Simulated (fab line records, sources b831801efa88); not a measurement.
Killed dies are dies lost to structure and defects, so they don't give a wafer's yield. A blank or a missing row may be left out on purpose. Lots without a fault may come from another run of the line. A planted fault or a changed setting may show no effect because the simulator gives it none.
fab line records | flow sky130 | part 2 of 2: steps 21 to 28 of 28
record lots=5 wafers=15 last_day=49
route steps=708 shown VIA4@651 METAL5@661
lots that met no fault: from a run of the same line without faults
start_h: hours from the record's first day to the start of the lot's first wafer shown | wait_h: hours since the lot's step before | " the same as in the row above | L1.1+2: a row that stands for several wafers | - no value, or no start given | * or withheld: withheld | < > ~ a bound
route shown NAME@n: a module of which the file shows steps, and the number in the route of the first | usual: mean/standard deviation of fault-free wafers | same: alike in all rows | chamber/n: place in a boat | sites: the reading at each site | _std_site: their standard deviation | _edge_site: outer sites' mean less inner sites' | radius_mm: how far each site lies from the wafer's centre | mask NAME#n: copy n | behind: the tool/chamber that last shaped the wafer | hold: why the lot was held/for how many hours/how that ended | device: the transistor (n, p or np) that didn't switch | end of line: the same wafers' tests at the end of the route | a step without rows: its recipe alone | killed: dies lost to structure and defects at the first sort, not the wafer's yield | map: a wafer's dies, x killed, . not, _ none there
set.NAME: the setting as run; set.NAME@STEP: as run at that earlier step | model.NAME: the simulator's own value behind a step, which no gauge read
lots at some steps of the route; a table a step, a row a wafer
services: from which hour (start_h, from the record's first day; less than 0 if before it) a tool's chamber was out of use, for how many hours, and why
## steps
# step SKY_METAL5_SOFTBAKE_10
# recipe temp_c=90 time_s=60 resist=NOVOLAK
# usual exhaust_pa=45.0/0.85 plate_temp_C=89.95/0.13
# columns lot.wafer tool chamber start_h wait_h exhaust_pa plate_temp_C
L080.1 litho_track-02 0 1068.84 0.1 44.6 90.00
L080.3 " 0 " " 47.0 89.97
L080.6 " 0 " " 43.7 90.03
L081.4 litho_track-04 0 1073.38 0.1 44.5 89.88
L081.5 " 0 " " 46.9 90.05
L081.6 " 0 " " 45.5 89.88
L086.2 litho_track-02 0 1097.81 0.1 43.8 89.89
L086.3 " 0 " " 44.8 89.78
L086.6 " 0 " " 45.1 89.91
L087.1 litho_track-02 0 1098.99 0.1 45.0 89.87
L087.3 " 0 " " 45.0 89.88
L087.5 " 0 " " 45.3 89.81
L091.1 litho_track-03 0 1127.90 0.1 45.1 89.93
L091.4 " 0 " " 44.5 89.81
L091.5 " 0 " " 45.0 89.91
# step SKY_METAL5_EXPOSE_11
# recipe mask_id=MM5 na=0.6 source_shape=conventional sigma_outer=0.6 polarization=unpolarized target_cd_nm=1600 dose_mj=190
# same sigma_outer=0.6
# columns lot.wafer tool chamber start_h wait_h mask
L080.1+3+6 iline_stepper-01 0 - - MM5#0
L081.4+5+6 iline_stepper-02 0 - - MM5#0
L086.2+3+6 iline_stepper-02 0 - - MM5#0
L087.1+3+5 iline_stepper-02 0 - - MM5#0
L091.1+4+5 iline_stepper-02 0 - - MM5#0
# step SKY_METAL5_PEB_12
# recipe temp_c=withheld time_s=* resist=NOVOLAK
# usual exhaust_pa=45.2/0.88
# columns lot.wafer tool chamber start_h wait_h exhaust_pa
L080.1 litho_track-02 0 - - 44.0
L080.3 " 0 " " 44.8
L080.6 " 0 " " 42.7
L081.4 litho_track-02 0 - - 44.7
L081.5 " 0 " " 45.3
L081.6 " 0 " " 44.1
L086.2 litho_track-04 0 - - 45.2
L086.3 " 0 " " 45.2
L086.6 " 0 " " 45.0
L087.1 litho_track-04 0 - - 44.4
L087.3 " 0 " " 45.2
L087.5 " 0 " " 45.2
L091.1 litho_track-02 0 - - 45.8
L091.4 " 0 " " 45.8
L091.5 " 0 " " 44.6
# step SKY_METAL5_DEVELOP_13
# recipe resist=NOVOLAK developer=TMAH develop_time_s=60 dev_temp_c=23
# usual exhaust_pa=45.1/0.97
# columns lot.wafer tool chamber start_h wait_h exhaust_pa
L080.1 litho_track-02 0 1079.44 0.1 45.7
L080.3 " 0 " " 44.3
L080.6 " 0 " " 45.4
L081.4 litho_track-02 0 1084.16 0.1 45.1
L081.5 " 0 " " 45.1
L081.6 " 0 " " 43.8
L086.2 litho_track-04 0 1107.28 0.1 45.4
L086.3 " 0 " " 44.3
L086.6 " 0 " " 45.2
L087.1 litho_track-04 0 1108.71 0.1 46.3
L087.3 " 0 " " 45.7
L087.5 " 0 " " 45.4
L091.1 litho_track-02 0 1137.29 0.1 45.1
L091.4 " 0 " " 44.4
L091.5 " 0 " " 46.3
# step SKY_METAL5_DESCUM_14
# recipe chemistry=O2 source_power_w=150 bias_power_w=0 pressure_mtorr=10 temp_c=40 time_s=11
# usual drypump_motor_current_A=6.0/0.58 oes_product_au=0.998/0.011
# columns lot.wafer tool chamber start_h wait_h drypump_motor_current_A oes_product_au rf_hours_counter_h
L080.1 rie_metal-04 1 1079.59 0.1 5.0 1.004 10
L080.3 " 0 " " 6.3 1.015 -
L080.6 " 0 " " 6.3 1.009 -
L081.4 rie_metal-03 0 1084.25 0.1 6.1 0.989 -
L081.5 " 1 " " 5.8 0.999 -
L081.6 " 0 " " 6.1 1.002 -
L086.2 rie_metal-02 0 1107.41 0.1 6.8 1.005 15
L086.3 " 1 " " 6.4 1.012 -
L086.6 " 0 " " 6.8 0.991 -
L087.1 rie_metal-03 0 1108.86 0.1 6.1 0.982 25
L087.3 " 0 " " 6.1 0.979 -
L087.5 " 1 " " 5.8 0.974 -
L091.1 rie_metal-04 1 1137.44 0.1 5.0 0.988 17
L091.4 " 1 " " 5.0 1.009 -
L091.5 " 1 " " 5.0 1.005 -
# step SKY_METAL5_METAL_ETCH_15
# recipe target_depth_a=12600 stop_on=SiO2 over_etch_frac=0.2 time_s=252 chemistry=Cl2/BCl3 resist_sidewall_deg=86 pressure_mtorr=10 icp_w=900 bias_w=48.5 Cl2_flow_sccm=60 bcl3_flow_sccm=30
# usual bcl3_flow_sccm=30.00/0.1 bias_w=48.50/0.15 drypump_motor_current_A=6.0/0.59 oes_product_au=0.894/0.0051 throttle_valve_pct=22.264/0.0084
# columns lot.wafer tool chamber start_h wait_h bcl3_flow_sccm bias_w drypump_motor_current_A oes_product_au rf_hours_counter_h throttle_valve_pct
L080.1 rie_metal-04 1 1079.62 0.0 29.94 48.70 5.0 0.894 10 22.246
L080.3 " 0 " " 30.10 48.64 6.3 0.892 - 22.258
L080.6 " 0 " " 30.08 48.58 6.3 0.888 - 22.263
L081.4 rie_metal-03 0 1084.35 0.1 30.04 48.56 6.1 0.886 - 22.250
L081.5 " 1 " " 30.12 48.39 5.8 0.896 - 22.250
L081.6 " 0 " " 30.03 48.45 6.1 0.891 - 22.255
L086.2 rie_metal-02 0 1107.44 0.0 30.07 48.47 6.8 0.894 15 22.268
L086.3 " 1 " " 29.97 48.70 6.3 0.891 - 22.257
L086.6 " 0 " " 30.12 48.39 6.8 0.889 - 22.266
L087.1 rie_metal-03 0 1108.89 0.0 29.98 48.48 6.1 0.899 25 22.270
L087.3 " 0 " " 30.05 48.49 6.1 0.896 - 22.277
L087.5 " 1 " " 29.94 48.30 5.8 0.892 - 22.264
L091.1 rie_metal-04 1 1137.47 0.0 29.82 48.35 5.0 0.901 17 22.253
L091.4 " 1 " " 29.84 48.69 5.0 0.893 - 22.275
L091.5 " 1 " " 29.91 48.35 5.0 0.884 - 22.265
# step SKY_METAL5_STRIP_16
# recipe chemistry=O2/N2 power_w=1400 pressure_mtorr=1500 platen_temp_c=withheld o2_flow_sccm=3000 n2_flow_sccm=300 overash_fraction=0.5
# usual drypump_motor_current_A=5.80/0.24 oes_product_au=0.711/0.0039 strip_time_to_endpoint_s=13.09/0.12
# columns lot.wafer tool chamber start_h wait_h drypump_motor_current_A oes_product_au rf_hours_counter_h strip_time_to_endpoint_s
L080.1 plasma_asher-03 0 1079.86 0.2 6.07 0.710 33 13.19
L080.3 " 1 " " 5.32 0.710 - 12.95
L080.6 " 1 " " 5.31 0.715 - 12.96
L081.4 plasma_asher-02 0 1084.54 0.1 5.85 0.713 - 13.30
L081.5 " 0 " " 5.85 0.713 - 13.20
L081.6 " 1 " " 5.75 0.715 - 13.25
L086.2 plasma_asher-02 1 1107.68 0.2 5.75 0.706 98 13.16
L086.3 " 1 " " 5.76 0.714 - 13.02
L086.6 " 0 " " 5.86 0.715 - 13.07
L087.1 plasma_asher-02 1 1109.13 0.2 5.74 0.710 98 13.19
L087.3 " 0 " " 5.84 0.707 - 13.20
L087.5 " 1 " " 5.75 0.713 - 12.99
L091.1 plasma_asher-02 0 1137.71 0.2 5.86 0.710 101 13.24
L091.4 " 0 " " 5.87 0.717 - 13.19
L091.5 " 1 " " 5.78 0.712 - 13.28
# step SKY_METAL5_STRIP_17
# recipe chemistry=post_etch_residue_remover time_s=1200 temp_c=72.5
# usual bath_guard_temp_C=72.4/0.64 bath_heat_duty_pct=14.8/1.3
# columns lot.wafer tool chamber start_h wait_h bath_guard_temp_C bath_heat_duty_pct
L080.1 wet_bench-04 0 1079.96 0.1 71.9 14.1
L080.3 " 0 " " 71.5 13.1
L080.6 " 0 " " 72.1 13.2
L081.4 wet_bench-02 0 1084.61 0.0 71.4 13.3
L081.5 " 0 " " 71.5 14.8
L081.6 " 0 " " 71.6 12.3
L086.2 wet_bench-02 0 1107.80 0.1 71.3 13.5
L086.3 " 0 " " 71.4 12.9
L086.6 " 0 " " 71.0 14.2
L087.1 wet_bench-01 2 1109.23 0.1 72.6 15.7
L087.3 " 2 " " 72.5 13.5
L087.5 " 2 " " 72.6 15.0
L091.1 wet_bench-01 3 1137.81 0.1 73.2 16.8
L091.4 " 3 " " 73.5 15.5
L091.5 " 3 " " 73.5 15.1
## services
# columns tool chamber start_h hours kind
cmp-02 - 1036.35 0.3 repair
rie_metal-04 - 1036.59 3.5 repair
pvd_sputter-01 - 1043.85 1.1 repair
rie_diel-02 2 1049.43 22.2 repair
rie_diel-04 0 1053.76 2.7 repair
pvd_sputter-02 - 1054.16 2.2 repair
plasma_asher-04 - 1055.25 9.0 pm
cmp-02 - 1055.76 0.7 repair
pvd_sputter-04 - 1066.63 2.3 repair
cmp-02 - 1069.14 6.6 repair
plasma_asher-04 - 1079.26 4.6 repair
cmp-02 - 1084.00 4.0 pm
cmp-02 - 1087.15 2.0 repair
cvd_w-01 1 1090.69 8.8 repair
rie_diel-04 - 1091.89 1.8 repair
cmp-01 - 1096.56 0.4 repair
rie_diel-04 3 1096.90 9.2 repair
cmp-02 - 1099.45 1.8 repair
rie_diel-02 - 1106.42 1.5 repair
rie_metal-02 - 1110.96 1.4 pm
rie_diel-04 3 1116.70 10.8 repair
pvd_sputter-01 - 1116.87 12.1 repair
rie_diel-04 3 1131.17 11.4 repair
plasma_asher-04 - 1137.00 2.8 pm
